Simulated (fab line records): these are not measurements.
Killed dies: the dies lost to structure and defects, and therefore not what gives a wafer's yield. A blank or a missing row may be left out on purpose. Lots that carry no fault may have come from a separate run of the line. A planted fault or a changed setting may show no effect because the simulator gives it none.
The tool behind it: which one? -- flow gf180mcu -- 14 lots, 42 wafers sampled, at 4 steps of a route of 602

## WHAT EACH GAUGE READ, for each wafer
GF_STI_BOW_MEAS_00.
lot,measured,on,INCOMING_BOW (um)
L631,day 1 15:00,film_metro-02,2 -4 -1
L632,day 1 20:01,film_metro-04,-1 6 3
L633,day 2 01:02,film_metro-01,-3 -1 5
L634,day 2 06:01,film_metro-01,13 3 2
L635,day 2 11:00,film_metro-01,5 -2 -3
L636,day 2 16:01,film_metro-02,-6 -3 3
L639,day 3 07:00,film_metro-02,0 3 -3
L645,day 4 13:00,film_metro-01,7 -8 -5
L647,day 4 23:00,film_metro-02,-10 6 -6
L648,day 5 04:00,film_metro-02,2 -2 -3
L649,day 5 09:02,film_metro-01,-2 -2 -6
L651,day 5 19:00,film_metro-04,3 2 -5
L652,day 6 00:00,film_metro-02,3 -1 9
L653,day 6 05:00,film_metro-01,2 7 -7

GF_STI_THK_MEAS_22.
lot,measured,on,STI_OXIDATION_01_THK (nm)
L631,day 2 10:08,film_metro-02,15.03 15.13 15.13
L632,day 2 14:36,film_metro-01,15.07 14.92 15.25
L633,day 2 18:51,film_metro-02,14.33 14.56 14.39
L634,day 3 00:38,film_metro-02,15.23 14.93 14.98
L635,day 3 05:17,film_metro-02,14.60 14.64 14.79
L636,day 3 10:22,film_metro-04,15.58 15.35 15.28
L639,day 4 03:07,film_metro-04,14.89 14.95 14.84
L645,day 5 08:25,film_metro-02,14.67 14.79 14.72
L647,day 5 20:17,film_metro-01,14.82 14.38 14.72
L648,day 6 00:53,film_metro-01,14.86 14.92 14.96
L649,day 6 04:46,film_metro-04,14.94 15.01 14.96
L651,day 6 15:20,film_metro-02,15.24 15.18 15.00
L652,day 6 22:46,film_metro-02,15.05 15.23 15.34
L653,day 7 04:10,film_metro-04,15.36 15.15 14.96

GF_VT_IMPLANT_OVL_MEAS_40.
lot,measured,on,VT_IMPLANT_03_OVL (nm)
L631,day 7 23:59,overlay-01,3.9 1.0 1.3
L632,day 8 05:44,overlay-02,-1.5 -1.8 -0.7
L633,day 8 10:41,overlay-01,-0.9 -3.5 -3.8
L634,day 8 18:38,overlay-01,-0.7 -1.6 -2.4
L635,day 9 00:20,overlay-02,-0.7 0.7 1.6
L636,day 9 06:47,overlay-01,-0.6 -1.6 -0.9
L639,day 10 02:49,overlay-01,1.9 1.0 0.8
L645,day 11 15:25,overlay-02,-0.4 2.2 4.0
L647,day 12 06:47,overlay-01,-0.8 0.5 -1.5
L648,day 12 14:53,overlay-01,-1.2 -0.8 -0.8
L649,day 12 20:26,overlay-02,0.0 1.3 2.0
L651,day 13 09:05,overlay-01,1.2 1.7 0.8
L652,day 14 01:41,overlay-02,-1.2 3.0 2.5
L653,day 14 00:25,overlay-01,-2.3 -2.1 -2.4

## TOOL THAT RAN EACH LOT (tool first, then ch and the chambers of the sampled wafers, then the start)
lot,GF_STI_PEB_10
L631,"litho_track-04 ch 0, day 2 06:35"
L632,"litho_track-01 ch 0, day 2 12:24"
L633,"litho_track-02 ch 0, day 2 16:41"
L634,"litho_track-04 ch 0, day 2 22:28"
L635,"litho_track-01 ch 0, day 3 03:04"
L636,"litho_track-04 ch 0, day 3 08:08"
L639,"litho_track-01 ch 0, day 4 00:55"
L645,"litho_track-02 ch 0, day 5 06:13"
L647,"litho_track-04 ch 0, day 5 18:05"
L648,"litho_track-02 ch 0, day 5 22:25"
L649,"litho_track-01 ch 0, day 6 02:32"
L651,"litho_track-01 ch 0, day 6 13:07"
L652,"litho_track-01 ch 0, day 6 20:34"
L653,"litho_track-01 ch 0, day 7 01:55"
- GF_STI_PEB_10: peb time 90 s.

## AS READ BY THE TOOLS THEMSELVES (means over the sampled wafers that have a number; for cases with no such wafer, the mark the record gives instead)
GF_STI_PEB_10.
lot,tool,heater_power_total_W (W)
L631,litho_track-04,85.60
L632,litho_track-01,85.64
L633,litho_track-02,85.65
L634,litho_track-04,85.69
L635,litho_track-01,85.72
L636,litho_track-04,85.78
L639,litho_track-01,85.65
L645,litho_track-02,86.93
L647,litho_track-04,85.71
L648,litho_track-02,86.95
L649,litho_track-01,85.70
L651,litho_track-01,85.67
L652,litho_track-01,85.74
L653,litho_track-01,85.83

## THE ANSWER, worked out from the rows above alone
Rule: the lots themselves supply what counts as usual. Put in order of their means at a reading, lots are off if they are a third of the lots or fewer, leave a main group of 4 or more, and stand apart from it by a gap of 3 or more times the standard deviation of the main group's means; of several such gaps the widest counts. The tables above print the reading to a certain number of digits; a main group whose means all agree to those digits is not used. A lot without any number at a reading at which 4 lots or more have one is off too. Any other lot the step has rows for is counted as sound. Order of review: gauges by route order, followed by the tools' own readings, for which a lot's mean as printed above is used. At the first step where some lot is off, the reading lying furthest off is the one used; lots without a number count as furthest.
Off at GF_STI_PEB_10 (heater_power_total_W): L645, L648. The main group has a mean of 85.70 W with a standard deviation of 0.061.
A tool fits if, at that step or a process step before it, it ran every lot that is off, and no sound lot after the first of them. One candidate fits, namely litho_track-02 at GF_STI_PEB_10. Its last sound lot is L633 (day 2 16:41), its first lot that is off L645 (day 5 06:13): a fault that began between those two fits.
On the lots that are off, the tool's own readings at GF_STI_PEB_10 differ by more than 5 times the standard deviation of the sound lots' means, which bears it out; heater_power_total_W reads 86.94 W there versus 85.70 W on the sound lots.

## WHAT HAD BEEN PUT IN BY THE SIMULATOR
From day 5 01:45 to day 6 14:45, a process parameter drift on litho_track-02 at GF_STI_PEB_10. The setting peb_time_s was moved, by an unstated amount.
Struck lots among those shown: L645, L648. The same result came from the rule above.
